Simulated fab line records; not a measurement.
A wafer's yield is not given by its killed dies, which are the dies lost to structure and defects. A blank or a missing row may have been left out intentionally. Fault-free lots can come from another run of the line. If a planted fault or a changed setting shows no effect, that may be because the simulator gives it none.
One fault through the eyes of 2 desks / flow sky130 / what lay behind the numbers comes last; until then each desk has only its own

TOOL OWNER'S DESK, pvd sputter-02
The tool's own readings at SKY_LI_CONTACT_SPUTTER_20 (material TiN, target thk 20 nm, time 80 s): means of the sampled wafers that have a number, for each lot that ran on this tool. A lot is out of limits, marked OUT, if its mean lies more than 4 standard deviations from the usual mean; the brackets give that distance.
Columns: A = throttle valve pct at SKY_LI_CONTACT_SPUTTER_20, usual 29.9 %
lot=L210; first seen here=day 29 19:00; A=29.3
lot=L225; first seen here=day 35 04:01; A=28.6
lot=L227; first seen here=day 35 09:58; A=29.8
Result from this desk: across the 3 lots, nothing is out of limits.

AT THE METROLOGY DESK
Lot by lot, what the gauges showed, no matter which tool ran the lot: averages of those sampled wafers that carry a number. A lot is out of limits, marked OUT, if its mean lies more than 4 standard deviations from the usual mean; the brackets give that distance.
Columns: A = cd nm at SKY_LI_CONTACT_CD_MEAS_12, usual 169.9 nm; B = LI_CONTACT_OVL at SKY_LI_CONTACT_OVL_MEAS_13, usual 3 nm
lot=L210; first seen here=day 29 18:21; A=169.9; B=-2
lot=L213; first seen here=day 31 00:23; A=170.0; B=12
lot=L225; first seen here=day 35 03:22; A=171.5; B=1
lot=L227; first seen here=day 35 09:19; A=169.5; B=9
lot=L229; first seen here=day 35 20:32; A=170.0; B=-0
lot=L230; first seen here=day 36 03:04; A=168.9; B=-1
Result from this desk: across the 6 lots, nothing is out of limits.

PUT TOGETHER
The tool owner's desk saw nothing out of limits.
From the metrology desk's view, nothing was out of limits.

WHAT WAS PUT IN BY THE SIMULATOR
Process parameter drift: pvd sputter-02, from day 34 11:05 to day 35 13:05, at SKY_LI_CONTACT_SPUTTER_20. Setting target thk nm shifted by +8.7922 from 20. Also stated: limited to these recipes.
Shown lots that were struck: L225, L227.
